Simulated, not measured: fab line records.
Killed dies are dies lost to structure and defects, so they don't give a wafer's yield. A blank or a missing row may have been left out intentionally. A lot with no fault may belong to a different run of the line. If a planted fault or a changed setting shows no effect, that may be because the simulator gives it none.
Split-lot trial ; flow sfq_line ; route with 325 steps; 5 lots, 27 wafers read

== SPLIT DETAILS ==
At SFQ_TRILAYER_M5_ETCH_METAL_ETCH_126 (etches Nb in Cl2/BCl3, stops on SiO2, time 203.2 s, target depth 265 nm), the setting time_s was moved away from the recipe's 203.2 s on 12 of the 27 wafers read, by -44.3% to +36.7%. All remaining wafers had this setting at the recipe value.

The reading comes from the split's own step.

== THE READING ==
SiO2_of_TRILAYER_I4_DEP_PECVD_099.thk_nm (the simulator's own value, which no gauge read), in nm, at SFQ_TRILAYER_M5_ETCH_METAL_ETCH_126 (etches Nb in Cl2/BCl3, stops on SiO2, time 203.2 s, target depth 265 nm). The file does not state a usual value for it. The 15 wafers here that ran the recipe average 180.4 nm, standard deviation 1.2 nm.

wafer;tool, chamber at the split;time_s as run, s;against the recipe;SiO2_of_TRILAYER_I4_DEP_PECVD_099.thk_nm, nm;against lot-mates on the recipe
L074.1;rie_metal-02, 1;120;-40.9%;186.9;+5.6
L074.2;rie_metal-02, 0;120;-40.9%;185.1;+3.8
L074.3;rie_metal-02, 1;203.2;recipe;182.3;-
L074.4;rie_metal-02, 0;203.2;recipe;180;-
L074.5;rie_metal-02, 0;120;-40.9%;186.6;+5.3
L074.6;rie_metal-02, 1;203.2;recipe;181.6;-
L077.1;rie_metal-02, 1;203.2;recipe;181.3;-
L077.3;rie_metal-02, 1;203.2;recipe;179.1;-
L077.4;rie_metal-02, 0;203.2;recipe;179.2;-
L080.1;rie_metal-04, 0;203.2;recipe;179.6;-
L080.2;rie_metal-04, 1;133.5;-34.3%;185.1;+4.2
L080.3;rie_metal-04, 1;133.5;-34.3%;185.7;+4.8
L080.4;rie_metal-04, 0;203.2;recipe;181.4;-
L080.5;rie_metal-04, 1;133.5;-34.3%;186.1;+5.2
L080.6;rie_metal-04, 0;203.2;recipe;181.8;-
L081.1;rie_metal-04, 1;203.2;recipe;179.3;-
L081.2;rie_metal-04, 0;277.7;+36.7%;168.1;-10.9
L081.3;rie_metal-04, 0;277.7;+36.7%;171.3;-7.7
L081.4;rie_metal-04, 1;203.2;recipe;179.2;-
L081.5;rie_metal-04, 1;277.7;+36.7%;169.1;-9.9
L081.6;rie_metal-04, 0;203.2;recipe;178.5;-
L085.1;rie_metal-04, 1;203.2;recipe;182.1;-
L085.2;rie_metal-04, 0;113.1;-44.3%;185.7;+4.6
L085.3;rie_metal-04, 1;203.2;recipe;181.5;-
L085.4;rie_metal-04, 0;113.1;-44.3%;185.8;+4.7
L085.5;rie_metal-04, 1;203.2;recipe;179.8;-
L085.6;rie_metal-04, 0;113.1;-44.3%;186.2;+5.1

THE FIT
A straight line over all 27 wafers: SiO2_of_TRILAYER_I4_DEP_PECVD_099.thk_nm changes by -0.186 nm for each +1% of time_s; r = -0.93; the points scatter about the line by 1.9 nm.
The same after taking each lot's own level away (the mean of its wafers on the recipe; 27 wafers): -0.162 nm for each +1%; r = -0.93; scatter 1.6 nm.
According to that fit, moving time_s by its largest amount changes the reading by 7.2 nm.
Measured against the standard deviation above, the lots' own levels, which go from 179.00 to 181.30 nm, span 1.8 times it.
So the lot-to-lot level changes the slope: the two fits differ.
Check: for one of the wafers moved furthest among these (-44.3%), held out of the fit, the line's prediction against its lot-mates is +6.46 nm. Against them it came out at +4.57 nm.
Tool readings at the split's step, against how far the setting was moved: oes_product_au r = -0.90.

== ADDITIONAL SPLITS CARRIED BY THESE WAFERS ==
Note: prior to the reading, these wafers also went through further splits. Each is held against what the fit with the lots' levels taken away leaves over:
other split on the same wafers;wafers away from the commonest value;r with SiO2_of_TRILAYER_I4_DEP_PECVD_099.thk_nm (lot level and that fit taken away)
SFQ_TRILAYER_L0_BARC_OPEN_METAL_ETCH_010 time_s;12;-0.18
SFQ_TRILAYER_M0_DEP_SPUTTER_019 time_s;12;-0.01
SFQ_TRILAYER_I1_DEP_PECVD_045 time_s;9;+0.26
SFQ_TRILAYER_M2_BARC_OPEN_METAL_ETCH_077 time_s;9;-0.01
SFQ_TRILAYER_I3_DEP_PECVD_081 time_s;6;+0.16
SFQ_TRILAYER_M4_ETCH_METAL_ETCH_096 time_s;6;-0.22
SFQ_TRILAYER_JJ_TRILAYER_DEP_SPUTTER_110 time_s;12;-0.34

== THE WHOLE CHAIN: every reading that the file lists as answering this split, in the file's order ==
step;what it does;reading;change (the file's fit);r (the file's)
SFQ_TRILAYER_M5_ETCH_METAL_ETCH_126;etches Nb in Cl2/BCl3, stops on SiO2, time 203.2 s, target depth 265 nm;oes_product_au;not straight: 0.986 at the lowest setting, 0.727 at the recipe, 0.717 at the highest;not given
SFQ_TRILAYER_M5_ETCH_METAL_ETCH_126;etches Nb in Cl2/BCl3, stops on SiO2, time 203.2 s, target depth 265 nm;KrF_of_TRILAYER_M5_LITHO_COAT_123.thk_nm (the simulator's own value, which no gauge read);-1.49 nm for each +1% of the setting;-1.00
SFQ_TRILAYER_M5_ETCH_METAL_ETCH_126;etches Nb in Cl2/BCl3, stops on SiO2, time 203.2 s, target depth 265 nm;SiO2_of_TRILAYER_I4_DEP_PECVD_099.thk_nm (the simulator's own value, which no gauge read);-0.15 nm for each +1% of the setting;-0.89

== FILE'S OWN FIT ==
SiO2_of_TRILAYER_I4_DEP_PECVD_099.thk_nm changes by -0.15 nm for each +1% of time_s, r = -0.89.
